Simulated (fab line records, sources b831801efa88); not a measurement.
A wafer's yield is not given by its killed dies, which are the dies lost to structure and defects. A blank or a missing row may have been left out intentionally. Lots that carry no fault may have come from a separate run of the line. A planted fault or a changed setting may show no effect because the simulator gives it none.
One fault seen from 2 desks ; flow gf180mcu ; each desk has only its own numbers; what lay behind them comes last

## AT THE METROLOGY DESK
What the gauges read, lot by lot, whatever tool the lot ran on: means of the sampled wafers that have a number. Any lot whose mean is over 4 standard deviations away from the usual mean is out of limits and marked OUT; that distance is given in the brackets.
Columns: A = V4_CVD_02_THK at GF_V4_THK_MEAS_03, usual 851 nm
lot;first seen here;A
L426;day 23 13:14;853
L427;day 23 22:29;843
L430;day 25 04:24;851
L431;day 25 07:07;854
L432;day 25 16:01;845
L434;day 26 08:41;858
L436;day 27 05:17;855
L437;day 27 09:52;844
L443;day 29 12:30;857
L446;day 30 04:32;843
L445;day 30 05:43;853
L447;day 30 06:54;857
L449;day 30 23:08;857
This desk found nothing out of limits on any of the 13 lots.

## DESK OF THE TOOL OWNER: pvd sputter-02
The tool's own readings at GF_V1_SPUTTER_21 (material Ti, target thk 15 nm, time 80.02 s): means of the sampled wafers that have a number, for each lot that ran on this tool. Any lot whose mean is over 4 standard deviations away from the usual mean is out of limits and marked OUT; that distance is given in the brackets.
Columns: A = throttle valve pct at GF_V1_SPUTTER_21, usual 29.8 %
lot;first seen here;A
L430;day 19 22:25;29.5
L431;day 20 03:07;29.2
L432;day 20 13:13;29.6
L434;day 21 08:08;30.2
L436;day 22 07:07;29.8
L437;day 22 12:17;29.9
L446;day 25 16:25;29.5
L447;day 25 19:11;29.1
This desk found nothing out of limits on any of the 8 lots.

## ALL TOGETHER
Metrology desk: nothing out of limits seen.
The tool owner's desk saw nothing out of limits.

## WHAT WAS PUT IN BY THE SIMULATOR
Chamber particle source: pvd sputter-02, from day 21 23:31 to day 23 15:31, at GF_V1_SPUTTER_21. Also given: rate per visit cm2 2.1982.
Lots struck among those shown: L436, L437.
